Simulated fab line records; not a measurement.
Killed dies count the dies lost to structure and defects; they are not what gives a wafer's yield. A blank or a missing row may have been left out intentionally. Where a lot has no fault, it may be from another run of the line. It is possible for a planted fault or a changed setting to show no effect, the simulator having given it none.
Struck lot and sound lot, side by side	flow gf180mcu	17 steps out of a route of 602
Sound: the wafers L126.1, L126.2, L126.4. Struck: wafers L121.1, L121.4. (L121.3 of the same lot was not struck and is left out.) The cause comes at the end.
Per side, at each step with rows, come the tool, then ch with its chambers, and then its first start. Under that, the readings that differ: sound wafers	struck wafers	difference of the means	sigmas: that difference in standard deviations of wafers without a fault.
alike: a reading whose means differ by less than 2 such deviations, as well as words and numbers matching on both sides. not compared: withheld readings; readings where some wafer has no value; bounds like >300 that might hide an equal value; numbers whose values overlap and for which the record gives no deviation.
The two part at a step that has a row with sigmas, a row that says differs or no value, or rows on one side only. Numbers that don't overlap but have no deviation are shown without sigmas and don't part them. A reading that every wafer of one side lacks parts them only if that side has two wafers or more.

first, 3 steps without rows for these wafers: GF_V1_EXPOSE_11 (exposes mask Via1, target cd 260 nm); GF_V1_PEB_12 (peb time 90 s); GF_V1_DEVELOP_13 (develop time 60 s).
GF_V1_CD_MEAS_14: target cd 260 nm.
  struck on cd_sem-01, day 22 09:01; sound on cd_sem-02, day 24 00:07
  alike: cd_nm
GF_V1_OVL_MEAS_15:
  struck on overlay-01, day 22 09:08; sound on overlay-01, day 24 00:14
  alike: V1_OVL
GF_V1_ETCH_16: etches BARC in N2/H2.
  sound on rie_diel-02 ch 0,1,2, day 24 00:16; struck on rie_diel-01 ch 0,3, day 22 09:10
  alike: drypump_motor_current_A, oes_product_au, throttle_valve_pct
then, 1 step without rows for these wafers: GF_V1_ETCH_17 (etches SiO2 in C4F8/O2/Ar, stops on TiN, target depth 630 nm).
GF_V1_STRIP_18: strips in O2/N2.
  sound on plasma_asher-04 ch 0,1, day 24 00:24; struck on plasma_asher-03 ch 0,1, day 22 09:18
reading	sound	struck	difference	sigmas
drypump_motor_current_A (A)	5.5 5.3 5.5	6.6 6.1	+0.9	+2
  alike: heater_power_w, o2_flow_sccm, oes_product_au
  not compared: rf_hours_counter_h
then, 2 steps without rows for these wafers: GF_V1_STRIP_19 (strips in post etch residue remover, time 1200 s); GF_V1_CLEAN_20 (cleans in DIW).
GF_V1_SPUTTER_21: material Ti, target thk 15 nm, time 80.02 s.
  struck on pvd_sputter-02, day 22 09:50; sound on pvd_sputter-04, day 24 00:56
  alike: throttle_valve_pct
GF_V1_SPUTTER_22: material TiN, target thk 10 nm, time 40 s.
  struck on pvd_sputter-02, day 22 09:54; sound on pvd_sputter-04, day 24 00:59
  alike: throttle_valve_pct
GF_V1_CVD_23: deposits W, target thk 350 nm, time 105.05 s.
  sound on cvd_w-02 ch 0,1, day 24 01:02; struck on cvd_w-01 ch 0, day 22 09:56
  alike: heater_power_w
  not compared: since_wet_clean_h
GF_V1_RS_MEAS_24: a four-point-probe measurement.
  struck on film_metro-03, day 22 10:03; sound on film_metro-02, day 24 01:08
reading	sound	struck	difference	sigmas
V1_W_RS (ohm/sq)	0.329 0.326 0.324	0.426 0.428	+0.101	+28
GF_V1_THK_MEAS_25: measures by xrf.
  struck on film_metro-03, day 22 10:10; sound on film_metro-02, day 24 01:16
reading	sound	struck	difference	sigmas
V1_W_THK (nm)	364 364 366	299 298	-66	-8
GF_V1_CMP_26: polishes, stops on SiO2, t overpolish 15 s, target thk 0 nm.
  sound on cmp-01 ch 1,2,3, day 24 01:19; struck on cmp-01 ch 2,3, day 22 10:14
  alike: motor_current_A, overpolish_run_s, retaining_ring_pressure_frac, time_to_endpoint_s
-- the record jumps here: 10 days lie between the struck wafers' starts before and after (it left off in module V1 and takes up again in module PASSIVATION, whose first step shown is number 602 of the route) --
GF_PASSIVATION_PROBE_99:
  record: rows for the struck wafers here (prober-01, day 32 06:56), none for the sound ones

WHERE THEY PART
First at GF_V1_STRIP_18; last, within this record, at GF_PASSIVATION_PROBE_99.

WHY: what the simulator had put in
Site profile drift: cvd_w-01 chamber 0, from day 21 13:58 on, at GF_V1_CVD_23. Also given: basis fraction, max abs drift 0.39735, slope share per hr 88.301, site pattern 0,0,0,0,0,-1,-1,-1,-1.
